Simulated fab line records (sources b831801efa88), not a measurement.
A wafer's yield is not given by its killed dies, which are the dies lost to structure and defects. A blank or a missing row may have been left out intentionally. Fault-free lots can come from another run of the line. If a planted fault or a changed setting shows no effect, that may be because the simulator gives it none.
A struck lot beside a sound one / flow sky130 / 17 out of 708 route steps
Sound: wafers L472.1, L472.3, L472.5. Wafers L481.1, L481.2, L481.3 were the ones struck. Last of all comes the cause.
For every step that has rows: the tool of each side, followed by ch and its chambers, followed by its first start. Under that, the readings that differ: sound wafers / struck wafers / difference of the means / sigmas: that difference in standard deviations of wafers without a fault.
alike: readings whose means differ by less than 2 such deviations, and words and numbers that are the same on both sides. not compared: withheld readings, readings that some wafer has no value for, bounds like >300 that may hide the same value, and numbers for which the record gives no deviation and whose values overlap.
Wherever a step has rows on one side only, a row that says differs or no value, or a row with sigmas, the two part there. When numbers do not overlap yet have no deviation, they are printed without sigmas and do not part them. A reading that every wafer of one side lacks parts them only if that side has two wafers or more.

first, 3 steps without rows for these wafers: SKY_VT_ADJUST_HVTR_EXPOSE_04 (exposes mask HVTRM, target cd 380 nm); SKY_VT_ADJUST_HVTR_PEB_05; SKY_VT_ADJUST_HVTR_DEVELOP_06 (develop time 60 s).
SKY_VT_ADJUST_HVTR_CD_MEAS_07: the cd target is 380 nm.
  sound: cd_sem-01 at day 13 05:09; struck: cd_sem-02 at day 15 15:59
  alike: cd_nm
SKY_VT_ADJUST_HVTR_OVL_MEAS_08:
  sound: overlay-01 at day 13 05:16; struck: overlay-02 at day 15 16:07
  alike: VT_ADJUST_HVTR_OVL
next, for these wafers, 1 step has no rows: SKY_VT_ADJUST_HVTR_IMPLANT_09.
SKY_VT_ADJUST_HVTR_STRIP_10: strips in O2/N2.
  sound on plasma_asher-01 ch 0,1, day 13 05:28; struck on plasma_asher-03 ch 0,1, day 15 16:18
  alike: drypump_motor_current_A, oes_product_au, strip_time_to_endpoint_s
  not compared: rf_hours_counter_h
SKY_VT_ADJUST_HVTR_TW_MEAS_11:
  sound: film_metro-01 at day 13 05:34; struck: film_metro-01 at day 15 16:24
  alike: VT_ADJUST_HVTR_TW
then, 4 steps without rows for these wafers: SKY_VT_ADJUST_PCH_DEHYDRATE_00 (time 60 s); SKY_VT_ADJUST_PCH_HMDS_01 (prime time 60 s); SKY_VT_ADJUST_PCH_COAT_02 (resist thk 3000 nm); SKY_VT_ADJUST_PCH_SOFTBAKE_03.
SKY_VT_ADJUST_PCH_EXPOSE_04: exposes mask NWM, target cd 840 nm.
  sound on iline_stepper-02 ch 0, day 13 18:22; struck on iline_stepper-02 ch 0, day 16 06:10
reading=model.VT_ADJUST_PCH.overlay_x_nm (nm); sound=-0.1203 -0.1203 -0.1203; struck=259.8 259.8 259.8; difference=+259.9; sigmas=
  alike: mask
then, 2 steps without rows for these wafers: SKY_VT_ADJUST_PCH_PEB_05; SKY_VT_ADJUST_PCH_DEVELOP_06 (develop time 60 s).
SKY_VT_ADJUST_PCH_OVL_MEAS_07:
  sound: overlay-02 at day 14 07:13; struck: overlay-01 at day 16 20:13
reading=VT_ADJUST_PCH_OVL (nm); sound=2.5 -0.1 2.3; struck=260.0 259.6 261.3; difference=+258.7; sigmas=+99 or more
  not compared: hold
SKY_PAD_OPEN_PROBE_99:
  the record has rows for the sound wafers here (prober-02, day 49 04:49) and none for the struck ones

## WHERE THEY PART
First at SKY_VT_ADJUST_PCH_OVL_MEAS_07; last, within this record, at SKY_PAD_OPEN_PROBE_99.

WHY: what the simulator had put in
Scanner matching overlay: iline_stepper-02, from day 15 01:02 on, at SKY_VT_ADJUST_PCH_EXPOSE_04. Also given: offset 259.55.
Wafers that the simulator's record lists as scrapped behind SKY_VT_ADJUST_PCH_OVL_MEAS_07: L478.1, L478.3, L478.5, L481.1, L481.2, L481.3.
